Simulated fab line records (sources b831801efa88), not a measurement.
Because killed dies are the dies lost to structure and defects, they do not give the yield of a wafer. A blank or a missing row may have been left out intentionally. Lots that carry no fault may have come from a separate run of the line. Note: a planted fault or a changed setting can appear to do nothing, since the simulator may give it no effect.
The tool behind it: which one? | flow sky130 | 13 lots with 39 wafers sampled at 3 steps, on a route of 708 steps

## WHAT EACH GAUGE READ, for each wafer
SKY_CAP2M_OVL_MEAS_12. Usual: CAP2M_OVL typically reads 1.2 nm, with standard deviation 1.2.
lot  | measured     | on         | CAP2M_OVL (nm) | flag
L291 | day 42 03:10 | overlay-02 | -0.6 2.0 0.5   | 
L292 | day 42 08:13 | overlay-01 | -0.4 0.7 -0.9  | 
L293 | day 42 11:37 | overlay-01 | 0.8 1.0 1.7    | 
L296 | day 43 10:40 | overlay-02 | 0.4 0.9 1.6    | 
L298 | day 44 08:29 | overlay-01 | 0.5 0.2 -0.3   | 
L299 | day 44 10:52 | overlay-01 | 0.0 1.0 0.6    | 
L305 | day 45 17:46 | overlay-02 | 1.1 0.5 1.6    | 
L306 | day 46 06:19 | overlay-02 | 1.7 0.4 2.1    | 
L309 | day 46 15:23 | overlay-01 | 1.1 1.3 3.0    | 
L310 | day 47 05:25 | overlay-01 | 0.8 1.5 0.0    | 
L312 | day 47 20:43 | overlay-01 | 3.0 1.5 2.0    | 
L313 | day 47 21:23 | overlay-02 | 1.6 0.8 0.8    | 
L314 | day 48 03:52 | overlay-02 | -0.6 1.0 0.2   | 

SKY_METAL4_CD_MEAS_13: target cd 300 nm. Usual: 299.7 nm for cdNm, sd 1.5.
lot  | measured     | on       | cdNm (nm)         | flag
L291 | day 43 04:43 | cdSem-01 | 302.4 301.7 301.6 | 
L292 | day 43 09:20 | cdSem-01 | 301.3 299.4 300.9 | 
L293 | day 43 11:47 | cdSem-01 | 299.5 301.2 300.0 | 
L296 | day 44 10:17 | cdSem-01 | 296.0 297.2 297.4 | 
L298 | day 45 07:53 | cdSem-01 | 299.8 299.2 298.7 | 
L299 | day 45 10:44 | cdSem-01 | 298.3 298.7 298.1 | 
L305 | day 46 16:05 | cdSem-01 | 299.1 298.4 300.9 | 
L306 | day 47 04:19 | cdSem-02 | 299.4 300.1 300.8 | 
L309 | day 47 12:56 | cdSem-02 | 297.7 295.7 297.4 | 
L310 | day 48 03:17 | cdSem-01 | 300.7 300.9 300.9 | 
L312 | day 48 16:40 | cdSem-01 | 300.1 299.9 299.3 | 
L313 | day 48 17:47 | cdSem-01 | 298.3 298.6 298.2 | 
L314 | day 49 00:17 | cdSem-01 | 302.9 301.5 300.5 | 

## WHAT TOOL EACH LOT RAN ON (gives the tool, then ch and the chambers of the sampled wafers, and finally the start)
lot  | SKY_CAP2M_SPUTTER_02
L291 | pvdSputter-03, day 41 03:28
L292 | pvdSputter-02, day 41 07:46
L293 | pvdSputter-02, day 41 10:46
L296 | pvdSputter-02, day 42 10:55
L298 | pvdSputter-03, day 43 08:56
L299 | pvdSputter-02, day 43 11:23
L305 | pvdSputter-04, day 44 18:57
L306 | pvdSputter-04, day 45 07:47
L309 | pvdSputter-04, day 45 17:48
L310 | pvdSputter-03, day 46 07:26
L312 | pvdSputter-03, day 46 23:16
L313 | pvdSputter-02, day 47 00:35
L314 | pvdSputter-04, day 47 07:25
- SKY_CAP2M_SPUTTER_02: material TiN, target thk 200 nm, time 166.7 s.

## AS READ BY THE TOOLS THEMSELVES (means over the sampled wafers that have a number; for cases with no such wafer, the mark the record gives instead)
SKY_CAP2M_SPUTTER_02. Usual: 30.0 % for throttleValvePct, sd 0.71.
lot  | tool          | throttleValvePct (%) | flag
L291 | pvdSputter-03 | 29.8                 | 
L292 | pvdSputter-02 | 30.1                 | 
L293 | pvdSputter-02 | 30.2                 | 
L296 | pvdSputter-02 | 29.9                 | 
L298 | pvdSputter-03 | 29.8                 | 
L299 | pvdSputter-02 | 30.2                 | 
L305 | pvdSputter-04 | 30.2                 | 
L306 | pvdSputter-04 | 29.2                 | 
L309 | pvdSputter-04 | 28.7                 | 
L310 | pvdSputter-03 | 30.0                 | 
L312 | pvdSputter-03 | 30.2                 | 
L313 | pvdSputter-02 | 30.2                 | 
L314 | pvdSputter-04 | 28.9                 | 

## THE ANSWER, worked out from the rows above alone
Rule: take the mean of a lot's wafers that have a number; if it is more than 3 standard deviations from the usual mean, the lot is off. A lot without any number at a reading at which 4 lots or more have one is off too. All remaining lots with rows at the step are treated as sound. First the gauges in route order, then the tools' own readings, where a lot's mean is used as printed above. The first step at which some lot is off is used, and at that step the reading that is off furthest; a lot without a number counts as furthest.
No lot is off at any reading shown: from this, nothing can be told.

## WHAT WAS PUT IN BY THE SIMULATOR
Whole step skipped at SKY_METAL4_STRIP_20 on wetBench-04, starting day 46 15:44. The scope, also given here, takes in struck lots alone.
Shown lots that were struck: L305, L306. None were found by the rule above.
